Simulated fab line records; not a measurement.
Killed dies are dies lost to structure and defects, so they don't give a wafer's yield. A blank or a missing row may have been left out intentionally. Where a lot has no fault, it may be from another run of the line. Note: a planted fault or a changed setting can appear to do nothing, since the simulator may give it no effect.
Chamber matching + flow sky130 + SKY_LI_CONTACT_ETCH_14 on rie diel-02: 4 sister chambers
The step etches BARC in N2/H2, stops on SiO2, time 45.9 s, target depth 60 nm. 14 wafers are shown with their chamber, then 7 later ones without.

WAFERS PAIRED WITH THEIR CHAMBERS
| wafer  | chamber | drypump motor current A (A) | rf fwd power W (W) | throttle valve pct (%) |
|--------|---------|-----------------------------|--------------------|------------------------|
| L539.1 | 1       | 5.0                         | 493.7              | 13.219                 |
| L539.2 | 2       | 5.2                         | 497.6              | 13.215                 |
| L539.3 | 0       | 5.0                         | 491.6              | 13.226                 |
| L540.1 | 3       | 5.9                         | 497.2              | 13.227                 |
| L540.4 | 0       | 5.0                         | 492.5              | 13.213                 |
| L540.5 | 0       | 5.0                         | 494.5              | 13.214                 |
| L548.3 | 1       | 5.0                         | 495.3              | 13.230                 |
| L548.4 | 2       | 5.1                         | 493.9              | 13.219                 |
| L548.6 | 2       | 5.1                         | 491.2              | 13.232                 |
| L550.1 | 3       | 5.9                         | 497.0              | 13.212                 |
| L550.2 | 2       | 5.2                         | 498.1              | 13.235                 |
| L550.5 | 1       | 5.0                         | 492.9              | 13.229                 |
| L555.1 | 1       | 5.0                         | 490.7              | 13.226                 |
| L555.3 | 0       | 5.0                         | 494.8              | 13.244                 |

SIGNATURES (averages over the wafers above)
| reading                 | chamber 0 | chamber 1 | chamber 2 | chamber 3 | scatter within a chamber |
|-------------------------|-----------|-----------|-----------|-----------|--------------------------|
| drypump motor current A | 5.000     | 5.000     | 5.150     | 5.900     | 0.0316                   |
| rf fwd power W          | 493.350   | 493.150   | 495.200   | 497.100   | 2.24                     |
| throttle valve pct      | 13.22425  | 13.22600  | 13.22525  | 13.21950  | 0.0105                   |
Rule: a wafer lies at a distance from a chamber equal to the root of the sum of squares, over the readings, of (its reading less the chamber's mean, divided by the reading's scatter). The wafer belongs to the nearest chamber; if the next one is less than 2 further off, it can't be placed. How the scatter is found: for the shown wafers, subtract from each reading the mean of its chamber, square and add these, divide the total by (wafers less chambers), then take the root.

WAFERS WHOSE CHAMBER IS MISSING
| wafer  | drypump motor current A (A) | rf fwd power W (W) | throttle valve pct (%) |
|--------|-----------------------------|--------------------|------------------------|
| L555.6 | 5.0                         | 494.3              | 13.235                 |
| L561.2 | 5.2                         | 495.9              | 13.220                 |
| L561.5 | 6.0                         | 494.7              | 13.214                 |
| L561.6 | 5.2                         | 495.3              | 13.229                 |
| L562.3 | 5.2                         | 494.6              | 13.216                 |
| L562.4 | 5.9                         | 497.2              | 13.221                 |
| L562.5 | 5.0                         | 492.2              | 13.235                 |

WHICH CHAMBER EACH ONE RAN IN
| wafer  | from the rows above     | in truth |
|--------|-------------------------|----------|
| L555.6 | can't be placed: 1 or 0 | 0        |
| L561.2 | 2                       | 2        |
| L561.5 | 3                       | 3        |
| L561.6 | 2                       | 2        |
| L562.3 | 2                       | 2        |
| L562.4 | 3                       | 3        |
| L562.5 | can't be placed: 1 or 0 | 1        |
Placed correctly: 5 of 7. Unplaceable from these rows: 2, with the true chamber sitting among the candidates in 2. Wrongly placed: 0.
